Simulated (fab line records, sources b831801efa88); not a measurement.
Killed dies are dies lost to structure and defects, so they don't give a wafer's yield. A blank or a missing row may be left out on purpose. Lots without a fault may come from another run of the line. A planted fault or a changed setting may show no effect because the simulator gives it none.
Which tool did it? | flow gf180mcu | 7 lots, 20 wafers sampled, at 1 step of a route of 602

WHAT THE GAUGES READ, wafer by wafer
GF_SAB_CD_MEAS_09: target cd 420 nm.
lot  | measured     | on        | cd_nm (nm)
L611 | day 15 09:15 | cd_sem-01 | 418.2 419.8 419.6
L613 | day 16 15:19 | cd_sem-01 | 419.9 419.9 419.6
L618 | day 18 00:57 | cd_sem-01 | 417.5 421.4 420.7
L620 | day 18 19:07 | cd_sem-01 | 420.9 421.3 421.0
L622 | day 19 12:38 | cd_sem-02 | 420.4 421.6 420.7
L629 | day 22 01:42 | cd_sem-02 | 422.9 423.6
L633 | day 23 00:49 | cd_sem-02 | 420.2 422.2 421.1

WHICH TOOL RAN EACH LOT (tool, then ch and the chambers of the sampled wafers, then the start)
The record holds no process step before these readings.

THE ANSWER, worked out from the rows above alone
Rule: what is usual is taken from the lots themselves. Put in order of their means at a reading, lots are off if they are a third of the lots or fewer, leave a main group of 4 or more, and stand apart from it by a gap of 3 or more times the standard deviation of the main group's means; of several such gaps the widest counts. A main group whose means are all the same, to the digits that the tables above print for the reading, isn't used. A lot without any number at a reading at which 4 lots or more have one is off too. The other lots that the step has rows for count as sound.
No lot is off at any reading shown: from this, nothing can be told.

WHAT THE SIMULATOR HAD PUT IN
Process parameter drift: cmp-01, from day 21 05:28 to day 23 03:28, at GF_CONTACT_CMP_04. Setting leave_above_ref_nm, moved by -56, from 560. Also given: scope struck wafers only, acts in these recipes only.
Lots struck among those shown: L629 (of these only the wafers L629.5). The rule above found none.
